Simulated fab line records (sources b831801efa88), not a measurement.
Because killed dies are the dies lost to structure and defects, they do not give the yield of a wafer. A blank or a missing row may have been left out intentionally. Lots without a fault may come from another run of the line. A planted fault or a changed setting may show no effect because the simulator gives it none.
A single fault, viewed from 2 desks ; flow gf180mcu ; only its own numbers are on each desk; what lay behind them is given at the end

== THE METROLOGY DESK ==
What the gauges read, lot by lot, whatever tool the lot ran on: means of the sampled wafers that have a number. Any lot whose mean is over 4 standard deviations away from the usual mean is out of limits and marked OUT; that distance is given in the brackets.
Columns: A = LVPWELL_OVL at GF_LVPWELL_OVL_MEAS_07, usual -0.8 nm; B = VT_IMPLANT_2_TW at GF_VT_IMPLANT_TW_MEAS_21, usual 1205
lot;first seen here;A;B
L186;day 3 20:53;-2.1;1209
L189;day 4 13:52;1.2;1207
L191;day 4 23:40;-0.1;1207
L193;day 5 16:32;-1.8;1201
L194;day 5 20:34;-2.3;1205
L196;day 6 04:19;-2.4;1198
L197;day 6 11:23;1.4;1206
L198;day 6 15:32;-0.4;1203
L199;day 6 21:32;-0.4;1207
L200;day 7 02:34;-1.3;1204
L201;day 7 09:10;1.1;1114 (-17) OUT
L203;day 7 19:53;0.6;1167 (-7.2) OUT
L204;day 8 06:37;-2.5;1208
L207;day 9 02:40;0.4;1206
This desk reports L201, L203 out of limits; the earliest was L201 at day 10 06:24 (VT_IMPLANT_2_TW at GF_VT_IMPLANT_TW_MEAS_21). L186, L189, L191, L193, L194, L196, L197, L198, L199, L200, L204, L207: within limits.

== TOOL OWNER'S DESK, implanter-03 ==
For each lot that ran on this tool, the mean over its sampled wafers that have a number, from the tool's own readings at GF_VT_IMPLANT_IMPLANT_19. Any lot whose mean is over 4 standard deviations away from the usual mean is out of limits and marked OUT; that distance is given in the brackets.
Columns: A = beamEnergyKeV at GF_VT_IMPLANT_IMPLANT_19, usual 100.00; B = beamOnS at GF_VT_IMPLANT_IMPLANT_19, usual 9.99 s; C = faradayCurrentUA at GF_VT_IMPLANT_IMPLANT_19, usual 24.6; D = tiltDeg at GF_VT_IMPLANT_IMPLANT_19, usual 7.002 degrees
lot;first seen here;A;B;C;D
L186;day 6 05:23;99.94;9.77;25.1;6.990
L196;day 8 21:30;100.03;10.03;24.5;6.970
L199;day 9 15:27;99.99;9.79;25.0;7.004
L200;day 9 23:36;100.00;9.91;24.8;6.996
L201;day 10 06:09;100.02;8.04 (-10) OUT;30.5 (+13) OUT;7.005
L203;day 10 19:03;100.03;9.04 (-5.0) OUT;27.8 (+6.8) OUT;7.001
This desk's finding: out of limits on L201, L203; first on L201, day 10 06:09 (beamOnS at GF_VT_IMPLANT_IMPLANT_19). L186, L196, L199, L200: within limits.

== TAKEN TOGETHER ==
On L201, L203, at day 10 06:09, an alarm was possible from the tool owner's desk.
An alarm was possible from the metrology desk at day 10 06:24, on L201, L203.
On implanter-03, each named lot ran GF_VT_IMPLANT_IMPLANT_19.

== WHAT THE SIMULATOR PUT IN ==
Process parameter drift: implanter-03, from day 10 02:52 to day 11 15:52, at GF_VT_IMPLANT_IMPLANT_19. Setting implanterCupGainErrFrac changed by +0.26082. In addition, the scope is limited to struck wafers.
Struck lots among those shown: L201, L203.
Counting hours from when the fault started, the first reading out of limits came at 3 for the tool owner's desk and at 4 for the metrology desk.
